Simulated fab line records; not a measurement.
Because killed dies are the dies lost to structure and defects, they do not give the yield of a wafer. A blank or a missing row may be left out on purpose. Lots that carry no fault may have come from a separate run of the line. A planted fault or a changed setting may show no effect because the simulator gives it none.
A struck lot beside a sound one ; flow sky130 ; 15 steps out of a route of 708
Sound: wafers L630.1, L630.2, L630.6. Wafers L627.1, L627.2, L627.3 were the ones struck. The cause is given at the end.
Each step with rows lists, per side, the tool, then ch with its chambers, then its first start. Under that, the readings that differ: sound wafers ; struck wafers ; difference of the means ; sigmas: that difference in standard deviations of wafers without a fault.
alike: same words and numbers on both sides, and readings whose means sit less than 2 such deviations apart. not compared: any withheld reading, any reading some wafer has no value for, any bound like >300 that may hide the same value, and any number with overlapping values for which the record gives no deviation.
The two part at a step that has a row with sigmas, a row that says differs or no value, or rows on one side only. Numbers that don't overlap but have no deviation are shown without sigmas and don't part them. A reading missing from all wafers of one side parts the sides only when that side holds two or more wafers.

first, 7 steps without rows for these wafers: SKY_METAL4_HMDS_06 (prime time 60 s); SKY_METAL4_COAT_07 (resist thk 60 nm); SKY_METAL4_COAT_08 (resist thk 1140 nm); SKY_METAL4_SOFTBAKE_09 (time 90 s); SKY_METAL4_EXPOSE_10 (exposes mask MM4, target cd 300 nm); SKY_METAL4_PEB_11; SKY_METAL4_DEVELOP_12 (develop time 60 s).
SKY_METAL4_CD_MEAS_13: the cd target is 300 nm.
  sound on cd-sem-02, day 43 20:49; struck on cd-sem-01, day 42 11:32
  alike: cd-nm
SKY_METAL4_OVL_MEAS_14:
  sound on overlay-02, day 43 20:56; struck on overlay-02, day 42 11:40
  alike: METAL4_OVL
SKY_METAL4_DESCUM_15: chemistry O2, time 8 s.
  sound on rie-metal-04 ch 0,1, day 43 20:59; struck on rie-metal-04 ch 0,1, day 42 11:41
  alike: drypump-motor-current-A, oes-product-au
  not compared: rf-hours-counter-h
SKY_METAL4_ETCH_16: etches BARC in N2/H2, stops on SiO2, time 88.2 s, target depth 60 nm.
  sound on rie-metal-04 ch 0,1, day 43 21:01; struck on rie-metal-04 ch 0,1, day 42 11:43
  alike: bias-w, drypump-motor-current-A, oes-product-au, throttle-valve-pct
  not compared: rf-hours-counter-h
SKY_METAL4_ETCH_17: etches SiO2 in C4F8/O2/Ar, stops on TiN, time 3.9 s, target depth 15 nm.
  sound on rie-diel-02 ch 0,2, day 43 21:07; struck on rie-diel-03 ch 0,2,3, day 42 11:49
  alike: bias-w, oes-product-au
  not compared: rf-hours-counter-h
SKY_METAL4_METAL_ETCH_18: etches the open film in Cl2/BCl3, stops on SiO2, target depth 845 nm, time 183.1 s.
  sound on rie-metal-03 ch 0,1, day 43 21:08; struck on rie-metal-01 ch 0,1, day 42 11:50
reading;sound;struck;difference;sigmas
bias-w (W);48.38 48.76 48.75;45.24 45.24 45.03;-3.46;-23
model.KrF-thick_of_METAL4_COAT_08.thk-nm (nm);531.7 524.7 526.4;546.1 553 557.8;+24.7;
  alike: drypump-motor-current-A, oes-product-au, throttle-valve-pct
  not compared: rf-hours-counter-h
SKY_METAL4_STRIP_19: strips in O2/N2.
  sound on plasma-asher-02 ch 0,1, day 43 21:19; struck on plasma-asher-01 ch 0,1, day 42 12:01
reading;sound;struck;difference;sigmas
strip-time-to-endpoint-s (s);6.58 6.52 6.53;6.74 6.80 6.83;+0.25;+2
  alike: drypump-motor-current-A, oes-product-au
  not compared: rf-hours-counter-h
following that, these wafers have no rows for 1 step: SKY_PAD_OPEN_PROBE_99.

== WHERE THEY PART ==
At SKY_METAL4_METAL_ETCH_18 first; at SKY_METAL4_STRIP_19 last (within this record only).

WHY: what had been put in by the simulator
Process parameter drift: rie-metal-01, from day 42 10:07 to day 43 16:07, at SKY_METAL4_METAL_ETCH_18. Setting bias-w shifted by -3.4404 from 48.5. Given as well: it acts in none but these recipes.
